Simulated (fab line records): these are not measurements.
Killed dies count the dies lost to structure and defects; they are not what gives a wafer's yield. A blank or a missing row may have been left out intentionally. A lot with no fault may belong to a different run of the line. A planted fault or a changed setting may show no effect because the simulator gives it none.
What tool caused it? ; flow gf180mcu ; Sampling: 24 lots, 72 wafers, 6 of 602 route steps

## WHAT EACH GAUGE READ, for each wafer
GF_V4_BOW_MEAS_05. Usual: V4_BOW gives 136 um (standard deviation 8.3).
lot;measured;on;V4_BOW (um);flag
L074;day 23 16:19;film-metro-04;150 139 139;
L075;day 23 18:06;film-metro-01;138 140 141;
L076;day 24 03:08;film-metro-04;128 122 128;
L077;day 24 12:05;film-metro-04;128 149 137;
L078;day 24 20:37;film-metro-01;133 148 147;
L080;day 25 17:12;film-metro-04;130 127 128;
L079;day 25 19:00;film-metro-02;134 144 136;
L081;day 26 02:28;film-metro-02;123 136 141;
L082;day 26 06:09;film-metro-04;139 138 135;
L083;day 26 22:10;film-metro-02;138 141 149;
L084;day 27 05:12;film-metro-02;139 134 137;
L085;day 27 12:05;film-metro-01;133 123 109;
L086;day 27 17:33;film-metro-04;125 132 127;
L087;day 28 04:07;film-metro-02;139 123 131;
L088;day 28 05:41;film-metro-01;145 142 139;
L089;day 28 17:37;film-metro-01;124 126 136;
L090;day 29 03:55;film-metro-01;132 128 141;
L091;day 29 09:41;film-metro-02;137 138 130;
L092;day 29 14:59;film-metro-01;125 127 125;
L094;day 29 19:29;film-metro-01;147 130 146;
L093;day 30 00:23;film-metro-01;148 136 149;
L095;day 30 05:58;film-metro-02;142 130 137;
L096;day 30 14:16;film-metro-04;139 148 144;
L097;day 30 16:32;film-metro-01;139 130 123;

GF_V4_RS_MEAS_24: measurement is done with a four-point probe. Usual: V4_W_RS gives 0.327 ohm/sq (standard deviation 0.0051).
lot;measured;on;V4_W_RS (ohm/sq);flag
L074;day 24 17:14;film-metro-04;0.326 0.321 0.333;
L075;day 24 17:15;film-metro-01;0.333 0.334 0.322;
L076;day 25 02:25;film-metro-04;0.331 0.323 0.333;
L077;day 25 11:05;film-metro-04;0.335 0.323 0.322;
L078;day 25 19:22;film-metro-02;0.325 0.330 0.330;
L080;day 26 15:18;film-metro-02;0.328 0.321 0.329;
L079;day 26 17:11;film-metro-02;0.317 0.320 0.324;
L081;day 26 23:58;film-metro-04;0.328 0.337 0.323;
L082;day 27 04:08;film-metro-02;0.338 0.337 0.337;
L083;day 27 19:18;film-metro-01;0.322 0.323 0.328;
L084;day 28 02:01;film-metro-04;0.333 0.333 0.324;
L085;day 28 09:04;film-metro-01;0.323 0.323 0.323;
L086;day 28 15:01;film-metro-04;0.321 0.329 0.317;
L087;day 29 00:26;film-metro-01;0.333 0.322 0.333;
L088;day 29 02:02;film-metro-04;0.327 0.324 0.320;
L089;day 29 13:56;film-metro-04;0.332 0.325 0.329;
L090;day 29 23:58;film-metro-02;0.327 0.322 0.327;
L091;day 30 05:46;film-metro-01;0.322 0.323 0.328;
L092;day 30 10:29;film-metro-01;0.337 0.327 0.322;
L094;day 30 14:59;film-metro-01;0.323 0.327 0.318;
L093;day 30 20:16;film-metro-01;0.322 0.335 0.321;
L095;day 31 01:12;film-metro-02;0.324 0.333 0.322;
L096;day 31 09:30;film-metro-04;0.330 0.331 0.321;
L097;day 31 11:49;film-metro-04;0.329 0.328 0.325;

GF_V5_RS_MEAS_24: measurement is done with a four-point probe. Usual: V5_W_RS gives 0.324 ohm/sq (standard deviation 0.0038).
lot;measured;on;V5_W_RS (ohm/sq);flag
L074;day 27 11:38;film-metro-01;0.325 0.321 0.319;
L075;day 27 11:59;film-metro-03;0.327 0.324 0.324;
L076;day 27 20:19;film-metro-01;0.322 0.320 0.319;
L077;day 28 04:10;film-metro-03;0.327 0.331 0.328;
L078;day 28 12:24;film-metro-02;0.326 0.330 0.330;
L080;day 29 07:10;film-metro-03;0.328 0.322 0.332;
L079;day 29 08:11;film-metro-03;0.323 0.326 0.334;
L081;day 29 15:02;film-metro-03;0.320 0.316 0.321;
L082;day 29 17:52;film-metro-02;0.327 0.323 0.327;
L083;day 30 08:08;film-metro-02;0.323 0.325 0.323;
L084;day 30 13:14;film-metro-03;0.327 0.327 0.321;
L085;day 30 20:44;film-metro-03;0.326 0.327 0.326;
L086;day 31 03:11;film-metro-02;0.322 0.328 0.321;
L087;day 31 11:10;film-metro-02;0.328 0.328 0.324;
L088;day 31 12:25;film-metro-03;0.328 0.319 0.320;
L089;day 31 23:56;film-metro-01;0.324 0.323 0.330;
L090;day 32 09:27;film-metro-03;0.318 0.320 0.327;
L091;day 32 14:15;film-metro-03;0.324 0.322 0.320;
L092;day 32 18:55;film-metro-02;0.321 0.325 0.321;
L094;day 32 22:02;film-metro-03;0.319 0.316 0.323;
L093;day 33 02:50;film-metro-03;0.322 0.324 0.323;
L095;day 33 06:19;film-metro-03;0.325 0.328 0.321;
L096;day 33 15:10;film-metro-02;0.321 0.328 0.320;
L097;day 33 17:01;film-metro-03;0.322 0.326 0.325;

## WHICH TOOL RAN EACH LOT (tool, then ch and the chambers of the sampled wafers, then the start)
lot;GF_V3_ETCH_16;GF_V3_SPUTTER_22;GF_MIM_SPUTTER_00
L074;rie-diel-02 ch 0,2, day 22 14:13;pvd-sputter-03, day 22 14:56;pvd-sputter-02, day 24 17:42
L075;rie-diel-02 ch 0,2,3, day 22 16:07;pvd-sputter-04, day 22 16:56;pvd-sputter-03, day 24 17:43
L076;rie-diel-01 ch 0,1,2, day 23 01:25;pvd-sputter-02, day 23 02:31;pvd-sputter-01, day 25 02:53
L077;rie-diel-01 ch 0,2, day 23 09:34;pvd-sputter-04, day 23 10:19;pvd-sputter-03, day 25 11:32
L078;rie-diel-04 ch 0,1,2, day 23 19:22;pvd-sputter-02, day 23 20:05;pvd-sputter-01, day 25 19:49
L080;rie-diel-04 ch 1,2, day 24 16:22;pvd-sputter-03, day 24 17:05;pvd-sputter-01, day 26 15:44
L079;rie-diel-04 ch 0,3, day 24 18:13;pvd-sputter-04, day 24 18:58;pvd-sputter-01, day 26 17:38
L081;rie-diel-02 ch 0,3, day 25 01:52;pvd-sputter-04, day 25 02:35;pvd-sputter-01, day 27 00:25
L082;rie-diel-04 ch 0,1, day 25 05:51;pvd-sputter-02, day 25 06:34;pvd-sputter-03, day 27 04:35
L083;rie-diel-04 ch 0,2, day 25 22:13;pvd-sputter-02, day 25 22:59;pvd-sputter-01, day 27 19:46
L084;rie-diel-01 ch 0,1, day 26 05:54;pvd-sputter-02, day 26 06:40;pvd-sputter-02, day 28 02:27
L085;rie-diel-02 ch 1,2, day 26 12:57;pvd-sputter-04, day 26 13:40;pvd-sputter-02, day 28 09:33
L086;rie-diel-02 ch 0,1, day 26 18:30;pvd-sputter-02, day 26 19:13;pvd-sputter-01, day 28 15:29
L087;rie-diel-02 ch 0,1, day 27 05:22;pvd-sputter-03, day 27 06:06;pvd-sputter-01, day 29 00:55
L088;rie-diel-04 ch 0,1, day 27 06:51;pvd-sputter-04, day 27 07:34;pvd-sputter-03, day 29 02:29
L089;rie-diel-01 ch 1,3, day 27 18:43;pvd-sputter-03, day 27 19:29;pvd-sputter-02, day 29 14:25
L090;rie-diel-02 ch 2,3, day 28 05:07;pvd-sputter-03, day 28 05:52;pvd-sputter-01, day 30 00:25
L091;rie-diel-04 ch 0,1,3, day 28 11:10;pvd-sputter-02, day 28 11:53;pvd-sputter-03, day 30 06:11
L092;rie-diel-02 ch 0,2,3, day 28 16:43;pvd-sputter-04, day 28 17:26;pvd-sputter-02, day 30 10:56
L094;rie-diel-02 ch 0,2,3, day 28 21:13;pvd-sputter-02, day 28 22:25;pvd-sputter-01, day 30 15:27
L093;rie-diel-04 ch 0,1,3, day 29 02:16;pvd-sputter-04, day 29 03:20;pvd-sputter-01, day 30 20:44
L095;rie-diel-02 ch 0,3, day 29 08:21;pvd-sputter-03, day 29 09:06;pvd-sputter-01, day 31 01:40
L096;rie-diel-01 ch 0,1,3, day 29 16:34;pvd-sputter-04, day 29 17:20;pvd-sputter-03, day 31 09:59
L097;rie-diel-02 ch 1,3, day 29 20:00;pvd-sputter-04, day 29 20:43;pvd-sputter-03, day 31 12:18
- GF_V3_ETCH_16: etches BARC in N2/H2.
- GF_V3_SPUTTER_22: material TiN, target thk 10 nm, time 40 s.
- GF_MIM_SPUTTER_00: material Ti, target thk 37.5 nm, time 150 s.

## WHAT THE TOOLS THEMSELVES READ (means of the sampled wafers that have a number; where no wafer has one, the mark that the record gives instead)
GF_V3_ETCH_16. Usual: drypump-motor-current-A 5.94 A, standard deviation 0.3; oes-product-au 0.855 a.u., standard deviation 0.005; throttle-valve-pct 13.226 %, standard deviation 0.0086.
lot;tool;drypump-motor-current-A (A);oes-product-au (a.u.);throttle-valve-pct (%);flag
L074;rie-diel-02;5.94;0.852;13.230;
L075;rie-diel-02;5.98;0.858;13.229;
L076;rie-diel-01;6.11;0.858;13.217;
L077;rie-diel-01;5.93;0.852;13.238;
L078;rie-diel-04;5.99;0.857;13.232;
L080;rie-diel-04;6.10;0.855;13.227;
L079;rie-diel-04;5.70;0.854;13.229;
L081;rie-diel-02;6.16;0.854;13.228;
L082;rie-diel-04;5.88;0.856;13.230;
L083;rie-diel-04;6.09;0.857;13.220;
L084;rie-diel-01;6.31;0.855;13.225;
L085;rie-diel-02;5.70;0.849;13.227;
L086;rie-diel-02;5.94;0.859;13.221;
L087;rie-diel-02;5.94;0.852;13.224;
L088;rie-diel-04;5.91;0.854;13.227;
L089;rie-diel-01;6.34;0.851;13.218;
L090;rie-diel-02;6.04;0.860;13.225;
L091;rie-diel-04;5.79;0.856;13.229;
L092;rie-diel-02;6.01;0.853;13.224;
L094;rie-diel-02;5.99;0.859;13.227;
L093;rie-diel-04;5.77;0.855;13.225;
L095;rie-diel-02;6.10;0.854;13.230;
L096;rie-diel-01;5.97;0.857;13.220;
L097;rie-diel-02;5.85;0.855;13.229;

GF_V3_SPUTTER_22. Usual: throttle-valve-pct 30.4 %, standard deviation 0.78.
lot;tool;throttle-valve-pct (%);flag
L074;pvd-sputter-03;29.2;
L075;pvd-sputter-04;31.0;
L076;pvd-sputter-02;30.5;
L077;pvd-sputter-04;30.9;
L078;pvd-sputter-02;30.2;
L080;pvd-sputter-03;30.5;
L079;pvd-sputter-04;30.6;
L081;pvd-sputter-04;30.8;
L082;pvd-sputter-02;30.1;
L083;pvd-sputter-02;29.5;
L084;pvd-sputter-02;29.9;
L085;pvd-sputter-04;30.8;
L086;pvd-sputter-02;29.9;
L087;pvd-sputter-03;29.2;
L088;pvd-sputter-04;30.9;
L089;pvd-sputter-03;29.7;
L090;pvd-sputter-03;30.4;
L091;pvd-sputter-02;30.3;
L092;pvd-sputter-04;30.9;
L094;pvd-sputter-02;29.9;
L093;pvd-sputter-04;30.7;
L095;pvd-sputter-03;29.7;
L096;pvd-sputter-04;30.9;
L097;pvd-sputter-04;30.9;

GF_MIM_SPUTTER_00. Usual: throttle-valve-pct 30.6 %, standard deviation 1.
lot;tool;throttle-valve-pct (%);flag
L074;pvd-sputter-02;30.0;
L075;pvd-sputter-03;29.7;
L076;pvd-sputter-01;30.7;
L077;pvd-sputter-03;29.9;
L078;pvd-sputter-01;31.9;
L080;pvd-sputter-01;30.7;
L079;pvd-sputter-01;31.3;
L081;pvd-sputter-01;30.6;
L082;pvd-sputter-03;29.4;
L083;pvd-sputter-01;30.6;
L084;pvd-sputter-02;29.6;
L085;pvd-sputter-02;30.3;
L086;pvd-sputter-01;30.6;
L087;pvd-sputter-01;30.7;
L088;pvd-sputter-03;30.5;
L089;pvd-sputter-02;30.5;
L090;pvd-sputter-01;30.6;
L091;pvd-sputter-03;30.5;
L092;pvd-sputter-02;29.4;
L094;pvd-sputter-01;32.0;
L093;pvd-sputter-01;30.8;
L095;pvd-sputter-01;30.6;
L096;pvd-sputter-03;30.7;
L097;pvd-sputter-03;30.5;

## THE ANSWER, worked out from the rows above alone
Rule: a lot is off if the mean of its wafers that have a number lies more than 3 standard deviations from the usual mean. Also off: a lot with no number at a reading for which 4 or more lots have one. Where the step has rows for the other lots, those lots are counted as sound. The gauges are gone through in route order, then the tools' own readings, and for those a lot's mean is taken as printed above. The first step at which some lot is off is used, and at that step the reading that is off furthest; a lot without a number counts as furthest.
Across all readings shown, no lot is off: no conclusion can be drawn from this.

## WHAT THE SIMULATOR HAD PUT IN
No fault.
